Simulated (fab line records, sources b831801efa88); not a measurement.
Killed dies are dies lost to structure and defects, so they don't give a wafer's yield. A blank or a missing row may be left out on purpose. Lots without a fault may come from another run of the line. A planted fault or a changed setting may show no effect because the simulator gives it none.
One fault seen from 2 desks | flow gf180mcu | each desk has only its own numbers; what lay behind them comes last

THE METROLOGY DESK
What the gauges read, lot by lot, whatever tool the lot ran on: means of the sampled wafers that have a number. A lot is out of limits, marked OUT, if its mean lies more than 4 standard deviations from the usual mean; the brackets give that distance.
Columns: A = DUAL_GATE_OXIDATION_00_THK at GF_DUAL_GATE_THK_MEAS_03, usual 10.89 nm; B = HV_LDD_CVD_54_THK at GF_HV_LDD_THK_MEAS_55, usual 10.03 nm
lot  | first seen here | A     | B
L195 | day 8 06:44     | 11.04 | 10.19
L196 | day 8 06:46     | 11.64 | 9.92
L197 | day 8 19:58     | 11.26 | 9.99
L199 | day 9 08:01     | 10.58 | 9.95
L200 | day 9 09:38     | 11.15 | 9.98
L201 | day 9 23:24     | 11.11 | 10.02
L202 | day 10 01:58    | 10.92 | 10.02
L212 | day 12 19:14    | 10.85 | 9.91
L213 | day 12 23:58    | 10.77 | 9.93
L214 | day 13 06:09    | 10.50 | 10.07
L215 | day 13 15:41    | 11.25 | 9.94
L216 | day 13 20:04    | 10.80 | 10.15
This desk's finding: nothing out of limits on any of the 12 lots.

THE TOOL OWNER'S DESK: rie_si-01
The tool's own readings at GF_POLY_GATE_ETCH_13 (etches poly-Si in HBr/Cl2, stops on SiO2, target depth 198.5 nm, time 69.6 s): means of the sampled wafers that have a number, for each lot that ran on this tool. A lot is out of limits, marked OUT, if its mean lies more than 4 standard deviations from the usual mean; the brackets give that distance.
Columns: A = drypump_motor_current_A at GF_POLY_GATE_ETCH_13, usual 5.9 A; B = oes_product_au at GF_POLY_GATE_ETCH_13, usual 0.986 a.u.; C = run_length_s at GF_POLY_GATE_ETCH_13, usual 97.7 s; D = throttle_valve_pct at GF_POLY_GATE_ETCH_13, usual 33.684 %
lot  | first seen here | A   | B     | C              | D
L195 | day 9 20:01     | 5.8 | 0.984 | 98.4           | 33.684
L197 | day 10 10:37    | 6.1 | 0.986 | 97.9           | 33.680
L200 | day 11 00:21    | 6.0 | 0.991 | 97.7           | 33.685
L201 | day 11 14:30    | 5.8 | 0.992 | 88.7 (-20) OUT | 33.695
L202 | day 11 18:47    | 6.0 | 0.984 | 88.9 (-20) OUT | 33.677
L212 | day 14 14:56    | 6.0 | 0.984 | 97.9           | 33.684
L214 | day 15 03:05    | 6.0 | 0.978 | 98.0           | 33.688
L215 | day 15 12:53    | 5.8 | 0.994 | 97.9           | 33.684
L216 | day 15 17:32    | 6.0 | 0.976 | 97.7           | 33.679
This desk's finding: out of limits on L201, L202; first on L201, day 11 14:30 (run_length_s at GF_POLY_GATE_ETCH_13). In limits: L195, L197, L200, L212, L214, L215, L216.

PUT TOGETHER
The tool owner's desk could have raised an alarm at day 11 14:30, on L201, L202.
The metrology desk saw nothing out of limits.
The metrology desk has L201, L202 on record, within its limits.
Of the lots named, all ran GF_POLY_GATE_ETCH_13 on rie_si-01.

WHAT THE SIMULATOR HAD PUT IN
Process parameter drift: rie_si-01, from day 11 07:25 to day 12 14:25, at GF_POLY_GATE_ETCH_13. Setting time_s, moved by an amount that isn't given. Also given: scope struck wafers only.
Lots struck among those shown: L201, L202.
Hours from the fault's start to each desk's first reading out of limits: the tool owner's desk, 7.
